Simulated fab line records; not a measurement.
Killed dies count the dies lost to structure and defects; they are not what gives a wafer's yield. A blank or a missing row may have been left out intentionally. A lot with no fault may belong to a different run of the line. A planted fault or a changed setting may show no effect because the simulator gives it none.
fab line records	flow sky130
record lots=13	wafers=39	lastDay=50
route steps=708 shown SD_N@351 LOCAL_INTERCONNECT@389 VIA1@459
lots with no fault: from the same line, run without faults
startH: hours from the record's first day to the start of the lot's first wafer shown	waitH: hours since the lot's step before	" the same as in the row above	L1.1+2: several wafers, shown together as one row	- value missing, or start not given	* or withheld: withheld	< > ~ a bound
route shown NAME@n: names a module that has steps shown in the file, with the first one's number in the route	usual: the fault-free wafers' mean and standard deviation	same: alike in all rows	chamber/n: place in a boat	sites: readings site by site	_std_site: the standard deviation of these	_edge_site: inner sites' mean taken away from outer sites' mean	radiusMm: how far each site lies from the wafer's centre	mask NAME#n: copy n	behind: the tool/chamber that last shaped the wafer	hold: why the lot was held/for how many hours/how that ended	device: which transistor (n, p or np) failed to switch	end of line: tests run on the same wafers once the route is complete	where a step has no rows: the recipe by itself	killed: dies that structure and defects cost at the first sort, which is not the same as the wafer's yield	map: dies across one wafer; x = killed, . = not, _ = none there
set.NAME: the setting as run; set.NAME@STEP: as run at that earlier step	model.NAME: the simulator's own value behind a step, which no gauge read
steps of the route over a sample of lots; a table a step, a row a wafer
services: the hour from which a tool's chamber was out of use, counted from the record's first day as startH (under 0 if before that day), plus the number of hours and why
## steps
# step SKY_SD_N_IMPLANT_09
# recipe species=As	energyKev=50	doseCm2=4e+15	tiltDeg=0
lot.wafer	tool	chamber	startH	waitH
L485.3+5+6	implanter-03	0	677.07	0.1
L487.1+3+5	implanter-01	0	694.87	0.0
L488.2+3+6	implanter-04	0	697.24	0.0
L489.1+2+4	implanter-03	0	704.46	0.0
L491.2+4+6	implanter-04	0	725.15	0.0
L490.1+3+6	implanter-03	0	726.39	0.0
L494.1+2+5	implanter-04	0	745.36	0.0
L498.1+4+6	implanter-03	0	776.61	0.0
L499.1+2+3	implanter-03	0	784.91	0.0
L501.1+2+5	implanter-01	0	794.97	0.0
L503.2+3+5	implanter-01	0	806.64	0.0
L504.2+3+5	implanter-01	0	818.75	0.0
L505.1+5+6	implanter-04	0	827.92	0.0
# step SKY_SD_N_STRIP_11
# recipe chemistry=O2/N2	powerW=1400	pressureMtorr=1500	platenTempC=withheld	o2FlowSccm=3000	n2FlowSccm=300	overashFraction=0.5
# usual drypumpMotorCurrentA=5.8/0.63	oesProductAu=0.528/0.0048	stripTimeToEndpointS=22.58/0.04
lot.wafer	tool	chamber	startH	waitH	drypumpMotorCurrentA	oesProductAu	rfHoursCounterH	stripTimeToEndpointS
L485.3	plasmaAsher-04	0	677.35	0.1	6.7	0.522	-	22.55
L485.5	"	1	"	"	6.1	0.531	-	22.52
L485.6	"	0	"	"	6.7	0.535	-	22.52
L487.1	plasmaAsher-01	1	695.17	0.1	5.0	0.534	90	22.58
L487.3	"	0	"	"	5.4	0.527	-	22.54
L487.5	"	1	"	"	5.0	0.524	-	22.55
L488.2	plasmaAsher-01	1	697.51	0.1	5.0	0.528	90	22.62
L488.3	"	1	"	"	5.0	0.525	-	22.57
L488.6	"	0	"	"	5.4	0.524	-	22.64
L489.1	plasmaAsher-04	1	704.76	0.1	6.1	0.535	57	22.64
L489.2	"	0	"	"	6.7	0.528	57	22.63
L489.4	"	0	"	"	6.7	0.519	-	22.62
L491.2	plasmaAsher-03	0	725.42	0.1	5.0	0.521	27	22.56
L491.4	"	0	"	"	5.0	0.529	-	22.57
L491.6	"	0	"	"	5.1	0.528	-	22.62
L490.1	plasmaAsher-03	0	726.69	0.1	5.0	0.523	27	22.59
L490.3	"	1	"	"	5.5	0.527	-	22.62
L490.6	"	0	"	"	5.0	0.518	-	22.63
L494.1	plasmaAsher-03	1	745.66	0.1	5.5	0.532	29	22.56
L494.2	"	0	"	"	5.0	0.527	29	22.53
L494.5	"	0	"	"	5.0	0.531	-	22.59
L498.1	plasmaAsher-04	1	776.91	0.1	6.1	0.536	64	22.43
L498.4	"	1	"	"	6.1	0.532	-	22.41
L498.6	"	0	"	"	6.7	0.533	-	22.45
L499.1	plasmaAsher-04	1	785.21	0.1	6.0	0.535	65	22.44
L499.2	"	0	"	"	6.7	0.528	65	22.46
L499.3	"	0	"	"	6.7	0.526	-	22.44
L501.1	plasmaAsher-01	1	795.27	0.1	5.0	0.523	100	22.56
L501.2	"	0	"	"	5.4	0.532	100	22.55
L501.5	"	1	"	"	5.0	0.531	-	22.59
L503.2	plasmaAsher-03	0	806.91	0.1	5.1	0.524	35	22.52
L503.3	"	0	"	"	5.1	0.524	-	22.52
L503.5	"	0	"	"	5.1	0.528	-	22.55
L504.2	plasmaAsher-04	1	819.02	0.1	6.1	0.532	68	22.56
L504.3	"	1	"	"	6.1	0.526	-	22.56
L504.5	"	1	"	"	6.1	0.528	-	22.55
L505.1	plasmaAsher-01	0	828.22	0.1	5.4	0.517	104	22.52
L505.5	"	0	"	"	5.4	0.529	-	22.51
L505.6	"	1	"	"	5.0	0.523	-	22.58
# step SKY_LOCAL_INTERCONNECT_THK_MEAS_02
# recipe thkMeasGauge=xrf	reads=TiN_of_LOCAL_INTERCONNECT_SPUTTER_00
# usual LOCAL_INTERCONNECT_TIN_THK=101.5/1.5
lot.wafer	tool	chamber	startH	waitH	LOCAL_INTERCONNECT_TIN_THK[nm]
L485.3	filmMetro-04	-	708.31	0.1	101.3
L485.5	"	-	"	"	101.8
L485.6	"	-	"	"	102.2
L487.1	filmMetro-04	-	724.37	0.1	102.5
L487.3	"	-	"	"	101.4
L487.5	"	-	"	"	101.9
L488.2	filmMetro-02	-	727.63	0.1	101.7
L488.3	"	-	"	"	101.1
L488.6	"	-	"	"	101.9
L489.1	filmMetro-04	-	734.43	0.1	102.2
L489.2	"	-	"	"	102.1
L489.4	"	-	"	"	102.8
L491.2	filmMetro-04	-	754.88	0.1	100.1
L491.4	"	-	"	"	100.0
L491.6	"	-	"	"	100.4
L490.1	filmMetro-04	-	756.37	0.1	102.9
L490.3	"	-	"	"	101.8
L490.6	"	-	"	"	101.8
L494.1	filmMetro-04	-	775.03	0.1	102.3
L494.2	"	-	"	"	102.8
L494.5	"	-	"	"	102.2
L498.1	filmMetro-01	-	806.30	0.1	100.8
L498.4	"	-	"	"	98.8
L498.6	"	-	"	"	100.4
L499.1	filmMetro-02	-	814.75	0.1	101.5
L499.2	"	-	"	"	100.7
L499.3	"	-	"	"	101.0
L501.1	filmMetro-01	-	824.67	0.1	103.6
L501.2	"	-	"	"	103.0
L501.5	"	-	"	"	103.8
L503.2	filmMetro-04	-	836.56	0.1	98.0
L503.3	"	-	"	"	100.3
L503.5	"	-	"	"	99.4
L504.2	filmMetro-01	-	848.69	0.1	102.4
L504.3	"	-	"	"	103.1
L504.5	"	-	"	"	103.4
L505.1	filmMetro-02	-	857.23	0.1	101.5
L505.5	"	-	"	"	100.7
L505.6	"	-	"	"	102.1
# step SKY_VIA1_THK_MEAS_01
# recipe reads=SiO2_of_VIA1_HDPCVD_00
# usual VIA1_HDPCVD_THK=1027/16
lot.wafer	tool	chamber	startH	waitH	VIA1_HDPCVD_THK[nm]
L485.3	filmMetro-02	-	792.91	0.1	1032
L485.5	"	-	"	"	1065
L485.6	"	-	"	"	1011
L487.1	filmMetro-01	-	808.17	0.1	1028
L487.3	"	-	"	"	1016
L487.5	"	-	"	"	1029
L488.2	filmMetro-03	-	811.47	0.1	1037
L488.3	"	-	"	"	1021
L488.6	"	-	"	"	1032
L489.1	filmMetro-03	-	819.73	0.1	1045
L489.2	"	-	"	"	1007
L489.4	"	-	"	"	1034
L491.2	filmMetro-01	-	838.71	0.1	1062
L491.4	"	-	"	"	1022
L491.6	"	-	"	"	1025
L490.1	filmMetro-01	-	841.22	0.1	1034
L490.3	"	-	"	"	1043
L490.6	"	-	"	"	1039
L494.1	filmMetro-02	-	859.19	0.1	1031
L494.2	"	-	"	"	1023
L494.5	"	-	"	"	1013
L498.1	filmMetro-02	-	890.74	0.1	1024
L498.4	"	-	"	"	1042
L498.6	"	-	"	"	1010
L499.1	filmMetro-02	-	898.17	0.1	1022
L499.2	"	-	"	"	1027
L499.3	"	-	"	"	1024
L501.1	filmMetro-03	-	907.62	0.1	1002
L501.2	"	-	"	"	1006
L501.5	"	-	"	"	1006
L503.2	filmMetro-03	-	918.39	0.1	1015
L503.3	"	-	"	"	1017
L503.5	"	-	"	"	1027
L504.2	filmMetro-01	-	930.03	0.1	1020
L504.3	"	-	"	"	1020
L504.5	"	-	"	"	1029
L505.1	filmMetro-03	-	938.21	0.1	1005
L505.5	"	-	"	"	1038
L505.6	"	-	"	"	1065
# step SKY_VIA1_CD_MEAS_12
# recipe targetCdNm=150
# usual cdNm=150.2/1.6
lot.wafer	tool	chamber	startH	waitH	cdNm
L485.3	cdSem-01	-	819.80	-	147.9
L485.5	"	-	"	"	149.4
L485.6	"	-	"	"	149.8
L487.1	cdSem-01	-	835.97	-	151.4
L487.3	"	-	"	"	150.2
L487.5	"	-	"	"	152.1
L488.2	cdSem-01	-	838.19	-	150.5
L488.3	"	-	"	"	149.7
L488.6	"	-	"	"	150.8
L489.1	cdSem-02	-	846.87	-	148.3
L489.2	"	-	"	"	148.7
L489.4	"	-	"	"	148.3
L491.2	cdSem-01	-	866.44	-	149.4
L491.4	"	-	"	"	146.4
L491.6	"	-	"	"	147.8
L490.1	cdSem-02	-	868.36	-	147.4
L490.3	"	-	"	"	146.7
L490.6	"	-	"	"	146.3
L494.1	cdSem-02	-	885.13	-	152.4
L494.2	"	-	"	"	152.4
L494.5	"	-	"	"	150.9
L498.1	cdSem-01	-	915.62	-	149.7
L498.4	"	-	"	"	150.8
L498.6	"	-	"	"	150.1
L499.1	cdSem-02	-	923.21	-	151.4
L499.2	"	-	"	"	152.0
L499.3	"	-	"	"	151.5
L501.1	cdSem-02	-	933.52	-	150.3
L501.2	"	-	"	"	149.1
L501.5	"	-	"	"	151.2
L503.2	cdSem-02	-	944.35	-	151.1
L503.3	"	-	"	"	150.3
L503.5	"	-	"	"	151.0
L504.2	cdSem-02	-	955.34	-	147.9
L504.3	"	-	"	"	149.9
L504.5	"	-	"	"	150.0
L505.1	cdSem-02	-	963.23	-	149.6
L505.5	"	-	"	"	148.4
L505.6	"	-	"	"	147.0
## services
tool	chamber	startH	hours	kind
implanter-01	-	660.36	6.4	pm
plasmaAsher-03	-	673.77	28.1	pm
implanter-03	-	696.08	3.7	repair
implanter-03	-	699.76	2.9	pm
implanter-01	-	759.83	2.2	repair
implanter-01	-	774.24	0.7	repair
implanter-01	-	812.40	1.4	repair
plasmaAsher-01	-	820.31	2.0	repair
implanter-04	-	824.22	1.2	repair
## key
firstSign step=SKY_SD_N_STRIP_11	reading=stripTimeToEndpointS	direction=down	sigmas=3.5	usual=*	struck=*
effect none on later readings
metAt SKY_SD_N_IMPLANT_09
struckLots L498,L499
testerLeftOut L498,L499
notActingAt SKY_LOCAL_INTERCONNECT_THK_MEAS_02,SKY_VIA1_THK_MEAS_01,SKY_VIA1_CD_MEAS_12
onsetBetween 726.39 776.61
fault kind=processParameterDrift	tool=implanter-03	chamber=-	onsetH=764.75	steps=SKY_SD_N_IMPLANT_09	channel=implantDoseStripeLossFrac	offset=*	shape=step	endH=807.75
# testerLeftOut: of these lots the tester's yield and bins aren't shown, on N5 and GAA mostly nor the transistor test; their killed dies are dies lost to structure and defects alone, not to doping, threshold or leakage, so they don't give the yield
